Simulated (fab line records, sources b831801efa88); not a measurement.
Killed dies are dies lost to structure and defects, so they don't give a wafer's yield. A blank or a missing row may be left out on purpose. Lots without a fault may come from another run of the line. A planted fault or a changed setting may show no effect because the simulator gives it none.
A struck lot beside a sound one | flow gf180mcu | 15 steps out of a route of 602
Sound: wafers L793.1, L793.2, L793.6. Struck: wafers L785.1, L785.3, L785.4. The cause comes at the end.
At each step with rows: each side's tool, then ch and its chambers, then its first start. Under that, the readings that differ: sound wafers | struck wafers | difference of the means | sigmas: that difference in standard deviations of wafers without a fault.
alike: readings whose means differ by less than 2 such deviations, and words and numbers that are the same on both sides. not compared: withheld readings, readings that some wafer has no value for, bounds like >300 that may hide the same value, and numbers for which the record gives no deviation and whose values overlap.
The two part at a step that has a row with sigmas, a row that says differs or no value, or rows on one side only. Numbers that don't overlap but have no deviation are shown without sigmas and don't part them. A reading that every wafer of one side lacks parts them only if that side has two wafers or more.

GF_V5_OVL_MEAS_15:
  sound on overlay-01, day 32 11:37; struck on overlay-01, day 30 07:26
  reading     | sound    | struck | difference | sigmas
  V5_OVL (nm) | -2 -8 -7 | 3 8 6  | +11        | +2
then, 1 step without rows for these wafers: GF_V5_ETCH_16 (etches BARC in N2/H2).
GF_V5_ETCH_17: etches SiO2 in C4F8/O2/Ar, stops on TiN, target depth 855 nm.
  sound on rie_diel-04 ch 0,1; struck on rie_diel-02 ch 0,2,3
  alike: oes_product_au
then, 3 steps without rows for these wafers: GF_V5_STRIP_18 (strips in O2/N2); GF_V5_STRIP_19 (strips in post etch residue remover, time 1200 s); GF_V5_CLEAN_20 (cleans in DIW).
GF_V5_SPUTTER_21: material Ti, target thk 15 nm, time 80.02 s.
  sound on pvd_sputter-01, day 32 12:22; struck on pvd_sputter-02, day 30 08:31
  alike: throttle_valve_pct
GF_V5_SPUTTER_22: material TiN, target thk 10 nm, time 40 s.
  sound on pvd_sputter-01, day 32 12:25; struck on pvd_sputter-02, day 30 08:34
  alike: throttle_valve_pct
then, 1 step without rows for these wafers: GF_V5_CVD_23 (deposits W, target thk 350 nm, time 104.9 s).
GF_V5_RS_MEAS_24: measures by four-point-probe.
  sound on film_metro-03, day 32 12:41; struck on film_metro-02, day 30 08:43
  alike: V5_W_RS
GF_V5_THK_MEAS_25: measures by xrf.
  sound on film_metro-03, day 32 12:49; struck on film_metro-02, day 30 08:50
  reading       | sound       | struck      | difference | sigmas
  V5_W_THK (nm) | 327 327 326 | 343 340 344 | +16        | +2
GF_V5_CMP_26: polishes, stops on SiO2, t overpolish 15 s, target thk 0 nm.
  sound on cmp-01 ch 1,2, day 32 12:52; struck on cmp-02 ch 0,2,3, day 30 08:54
  alike: motor_current_A, overpolish_run_s, time_to_endpoint_s
GF_TOP_METAL_SPUTTER_00: material Ti, target thk 37.5 nm, time 150 s.
  sound on pvd_sputter-03, day 32 13:10; struck on pvd_sputter-01, day 30 09:12
  reading                                      | sound             | struck            | difference | sigmas
  model.Ti_of_TOP_METAL_SPUTTER_00.thk_nm (nm) | 37.23 37.73 37.73 | 39.29 39.06 39.57 | +1.74      |
  alike: throttle_valve_pct
GF_TOP_METAL_SPUTTER_01: material TiN, target thk 30 nm, time 25 s.
  sound on pvd_sputter-03, day 32 13:16; struck on pvd_sputter-01, day 30 09:18
  alike: throttle_valve_pct
then, 1 step without rows for these wafers: GF_PASSIVATION_PROBE_99.

WHERE THEY PART
First at GF_V5_OVL_MEAS_15; last, within this record, at GF_V5_THK_MEAS_25. Later steps at which nothing parts them and some readings are alike: GF_V5_CMP_26, GF_TOP_METAL_SPUTTER_00, GF_TOP_METAL_SPUTTER_01.

WHY: what the simulator had put in
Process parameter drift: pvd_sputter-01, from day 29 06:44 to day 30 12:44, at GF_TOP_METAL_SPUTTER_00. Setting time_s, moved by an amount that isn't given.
